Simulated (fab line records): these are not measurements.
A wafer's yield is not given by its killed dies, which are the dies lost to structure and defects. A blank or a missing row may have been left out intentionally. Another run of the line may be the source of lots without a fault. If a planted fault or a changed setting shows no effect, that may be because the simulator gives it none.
Which of the tools did it?	flow sky130	72 wafers from 24 lots sampled at 5 of the route's 708 steps

== WHAT THE GAUGES READ, wafer by wafer ==
SKY_VT_ADJUST_HVTP_CD_MEAS_07: the cd target is 380 nm.
lot	measured	on	cd nm (nm)
L074	day 6 06:19	cd sem-01	382.7 385.3 381.1
L075	day 6 10:55	cd sem-02	376.4 377.4 376.0
L076	day 6 12:57	cd sem-02	377.2 374.6 372.4
L077	day 6 19:35	cd sem-01	381.4 380.6 384.8
L078	day 7 04:26	cd sem-02	380.9 382.7 380.9
L079	day 7 08:58	cd sem-02	381.9 382.4 384.3
L080	day 7 14:59	cd sem-02	377.5 375.7 376.8
L081	day 7 21:44	cd sem-01	380.6 380.5 380.0
L082	day 8 04:17	cd sem-02	381.5 382.4 382.1
L083	day 8 10:33	cd sem-01	378.3 377.9 376.9
L084	day 8 14:44	cd sem-01	378.3 378.9 377.3
L085	day 8 22:49	cd sem-02	380.1 381.0 380.7
L086	day 9 04:26	cd sem-02	376.2 378.7 377.7
L087	day 9 10:13	cd sem-02	379.6 379.5 378.5
L088	day 9 17:41	cd sem-01	381.7 380.3 381.2
L089	day 10 02:41	cd sem-02	380.1 376.5 376.4
L090	day 10 10:37	cd sem-02	376.9 380.0 376.1
L091	day 10 14:41	cd sem-01	382.5 379.9 378.3
L092	day 10 19:29	cd sem-02	378.9 377.1 374.1
L093	day 11 04:35	cd sem-02	379.3 380.6 380.2
L094	day 11 12:00	cd sem-01	379.2 378.6 378.0
L095	day 11 13:35	cd sem-02	379.4 379.6 378.9
L096	day 11 22:17	cd sem-02	377.9 375.2 377.7
L097	day 12 03:43	cd sem-01	376.2 374.4 376.6

SKY_METAL5_THK_MEAS_06: measures by xrf.
lot	measured	on	METAL5_ALCU_THK (nm)
L074	day 42 23:46	film metro-02	1174 1163 1167
L075	day 43 07:23	film metro-01	1174 1176 1181
L076	day 43 09:38	film metro-01	1161 1151 1159
L077	day 43 15:13	film metro-04	1162 1164 1170
L078	day 44 00:32	film metro-02	1157 1154 1154
L079	day 44 05:06	film metro-01	1163 1164 1162
L080	day 44 12:40	film metro-01	1145 1164 1146
L081	day 44 21:52	film metro-01	1154 1158 1159
L082	day 45 04:25	film metro-02	1164 1168 1162
L083	day 45 11:10	film metro-04	1147 1158 1159
L084	day 45 16:04	film metro-01	1174 1172 1166
L085	day 46 01:34	film metro-02	1171 1172 1171
L086	day 46 04:55	film metro-04	1161 1161 1159
L087	day 46 09:11	film metro-01	1162 1171 1161
L088	day 46 17:05	film metro-01	1149 1156 1154
L089	day 46 22:43	film metro-01	1151 1163 1157
L090	day 47 07:59	film metro-01	1162 1160 1172
L091	day 47 09:39	film metro-02	1140 1139 1151
L092	day 47 14:16	film metro-04	1135 1159 1153
L093	day 48 02:19	film metro-02	1153 1156 1151
L094	day 48 03:43	film metro-04	1143 1140 1157
L095	day 48 12:35	film metro-01	1165 1172 1171
L096	day 48 13:52	film metro-02	1159 1156 1156
L097	day 48 20:05	film metro-04	1160 1157 1162

== WHICH TOOL RAN EACH LOT (tool, then ch and the chambers of the sampled wafers, then the start) ==
lot	SKY_SPACER_ETCHBACK_02	SKY_VIA2_CVD_21	SKY_METAL3_ETCH_16
L074	rie diel-02 ch 0,2, day 23 00:51	cvd w-01 ch 0,1, day 36 10:25	rie metal-04 ch 0,1, day 38 15:34
L075	rie diel-02 ch 0,1,2, day 23 09:53	cvd w-02 ch 0,1, day 36 18:39	rie metal-04 ch 0,1, day 38 23:40
L076	rie diel-02 ch 0,2, day 23 13:32	cvd w-01 ch 0,1, day 36 18:59	rie metal-02 ch 0,1, day 39 00:02
L077	rie diel-02 ch 0,2, day 23 21:54	cvd w-01 ch 0,1, day 37 04:08	rie metal-02 ch 0,1, day 39 08:22
L078	rie diel-02 ch 2,3, day 24 10:27	cvd w-02 ch 0,1, day 37 15:27	rie metal-04 ch 0, day 39 19:58
L079	rie diel-02 ch 1,2,3, day 24 16:16	cvd w-01 ch 0,1, day 37 19:10	rie metal-03 ch 0,1, day 39 22:22
L080	rie diel-03 ch 1,2, day 25 00:53	cvd w-02 ch 0, day 38 04:25	rie metal-02 ch 0,1, day 40 08:08
L081	rie diel-04 ch 0,1,3, day 25 14:03	cvd w-01 ch 0,1, day 38 15:59	rie metal-02 ch 0,1, day 40 18:49
L082	rie diel-04 ch 1,2, day 25 22:48	cvd w-01 ch 0,1, day 38 21:03	rie metal-04 ch 0,1, day 41 00:18
L083	rie diel-03 ch 2, day 26 07:14	cvd w-01 ch 1, day 39 05:30	rie metal-03 ch 1, day 41 07:52
L084	rie diel-03 ch 2,3, day 26 16:34	cvd w-02 ch 0,1, day 39 11:29	rie metal-02 ch 0,1, day 41 13:45
L085	rie diel-04 ch 0,1,3, day 27 01:18	cvd w-01 ch 0,1, day 39 22:38	rie metal-03 ch 0,1, day 42 00:13
L086	rie diel-02 ch 0,1,3, day 27 06:17	cvd w-01 ch 0,1, day 40 01:48	rie metal-02 ch 0, day 42 03:39
L087	rie diel-02 ch 0,1,2, day 27 14:06	cvd w-02 ch 0,1, day 40 08:11	rie metal-04 ch 0,1, day 42 09:43
L088	rie diel-03 ch 0,2, day 27 23:59	cvd w-01 ch 0,1, day 40 14:55	rie metal-02 ch 0, day 42 16:52
L089	rie diel-03 ch 0,3, day 28 09:07	cvd w-01 ch 1, day 40 23:59	rie metal-04 ch 0,1, day 43 01:12
L090	rie diel-02 ch 0,1,3, day 28 21:38	cvd w-02 ch 0,1, day 41 10:22	rie metal-04 ch 0,1, day 43 10:56
L091	rie diel-03 ch 0,2, day 29 00:46	cvd w-02 ch 0,1, day 41 11:50	rie metal-02 ch 0,1, day 43 12:05
L092	rie diel-03 ch 0,2, day 29 07:11	cvd w-01 ch 0,1, day 41 19:23	rie metal-03 ch 0,1, day 43 19:19
L093	rie diel-04 ch 0,1,3, day 29 20:35	cvd w-01 ch 0,1, day 42 07:56	rie metal-04 ch 0,1, day 44 07:21
L094	rie diel-03 ch 1,2, day 30 03:17	cvd w-02 ch 0,1, day 42 09:07	rie metal-02 ch 0,1, day 44 09:13
L095	rie diel-02 ch 0,2,3, day 30 14:09	cvd w-02 ch 0,1, day 42 21:52	rie metal-04 ch 0,1, day 44 20:39
L096	rie diel-04 ch 2,3, day 30 19:36	cvd w-01 ch 0, day 43 01:27	rie metal-04 ch 0,1, day 44 23:40
L097	rie diel-02 ch 0,2,3, day 31 01:46	cvd w-02 ch 0,1, day 43 07:47	rie metal-04 ch 0,1, day 45 06:52
- SKY_SPACER_ETCHBACK_02: etches Si3N4 in CH3F/O2, stops on SiO2, time 46.7 s, target depth 45 nm.
- SKY_VIA2_CVD_21: deposits W, target thk 420 nm, time 126.4 s.
- SKY_METAL3_ETCH_16: etches BARC in N2/H2, stops on SiO2, time 88.2 s, target depth 60 nm.

== AS READ BY THE TOOLS THEMSELVES (means over the sampled wafers that have a number; for cases with no such wafer, the mark the record gives instead) ==
SKY_SPACER_ETCHBACK_02.
lot	tool	drypump motor current A (A)	oes product au (a.u.)	throttle valve pct (%)
L074	rie diel-02	6.1	0.860	10.571
L075	rie diel-02	6.2	0.859	10.558
L076	rie diel-02	6.1	0.857	10.562
L077	rie diel-02	6.1	0.850	10.564
L078	rie diel-02	6.0	0.853	10.556
L079	rie diel-02	6.1	0.862	10.564
L080	rie diel-03	5.6	0.852	10.561
L081	rie diel-04	5.9	0.856	10.568
L082	rie diel-04	6.0	0.855	10.562
L083	rie diel-03	4.9	0.851	10.553
L084	rie diel-03	5.5	0.848	10.567
L085	rie diel-04	5.9	0.854	10.566
L086	rie diel-02	6.1	0.851	10.573
L087	rie diel-02	6.2	0.849	10.556
L088	rie diel-03	5.0	0.844	10.554
L089	rie diel-03	5.4	0.851	10.564
L090	rie diel-02	6.1	0.855	10.553
L091	rie diel-03	4.9	0.856	10.565
L092	rie diel-03	4.9	0.859	10.562
L093	rie diel-04	5.9	0.854	10.573
L094	rie diel-03	5.2	0.856	10.575
L095	rie diel-02	6.0	0.851	10.562
L096	rie diel-04	5.6	0.856	10.559
L097	rie diel-02	6.0	0.855	10.564

SKY_VIA2_CVD_21.
lot	tool	heater power w (W)
L074	cvd w-01	876
L075	cvd w-02	1053
L076	cvd w-01	876
L077	cvd w-01	886
L078	cvd w-02	1017
L079	cvd w-01	891
L080	cvd w-02	1083
L081	cvd w-01	841
L082	cvd w-01	851
L083	cvd w-01	806
L084	cvd w-02	1014
L085	cvd w-01	879
L086	cvd w-01	850
L087	cvd w-02	1009
L088	cvd w-01	901
L089	cvd w-01	807
L090	cvd w-02	1024
L091	cvd w-02	1011
L092	cvd w-01	896
L093	cvd w-01	849
L094	cvd w-02	1018
L095	cvd w-02	1014
L096	cvd w-01	942
L097	cvd w-02	1017

SKY_METAL3_ETCH_16.
lot	tool	drypump motor current A (A)	oes product au (a.u.)	throttle valve pct (%)
L074	rie metal-04	5.9	0.621	13.205
L075	rie metal-04	5.9	0.623	13.207
L076	rie metal-02	5.1	0.623	13.204
L077	rie metal-02	5.4	0.626	13.204
L078	rie metal-04	6.0	0.627	13.202
L079	rie metal-03	5.7	0.628	13.202
L080	rie metal-02	5.1	0.624	13.203
L081	rie metal-02	5.1	0.621	13.206
L082	rie metal-04	5.9	0.628	13.212
L083	rie metal-03	5.0	0.624	13.215
L084	rie metal-02	5.4	0.627	13.212
L085	rie metal-03	5.7	0.624	13.211
L086	rie metal-02	4.8	0.627	13.220
L087	rie metal-04	5.9	0.630	13.199
L088	rie metal-02	4.8	0.626	13.207
L089	rie metal-04	5.9	0.625	13.209
L090	rie metal-04	5.9	0.625	13.206
L091	rie metal-02	5.1	0.629	13.208
L092	rie metal-03	5.7	0.626	13.210
L093	rie metal-04	5.9	0.629	13.205
L094	rie metal-02	5.4	0.626	13.198
L095	rie metal-04	5.9	0.626	13.211
L096	rie metal-04	5.9	0.625	13.204
L097	rie metal-04	5.9	0.623	13.210

== THE ANSWER, worked out from the rows above alone ==
Rule: the usual values come from the lots themselves. The widest of any qualifying gaps counts: lots, ordered by their means at a reading, are off when they make up no more than a third of the lots, leave a main group of 4 or more, and stand apart from it by 3 or more times the standard deviation of that group's means. Not used: any main group whose means are identical at the precision the tables above print for the reading. A lot without any number at a reading at which 4 lots or more have one is off too. All remaining lots with rows at the step are treated as sound. Order of review: gauges by route order, followed by the tools' own readings, for which a lot's mean as printed above is used. The first step at which some lot is off is used, and at that step the reading that is off furthest; a lot without a number counts as furthest.
No lot is off on any of the readings shown, so nothing can be concluded from this.

== WHAT THE SIMULATOR PUT IN ==
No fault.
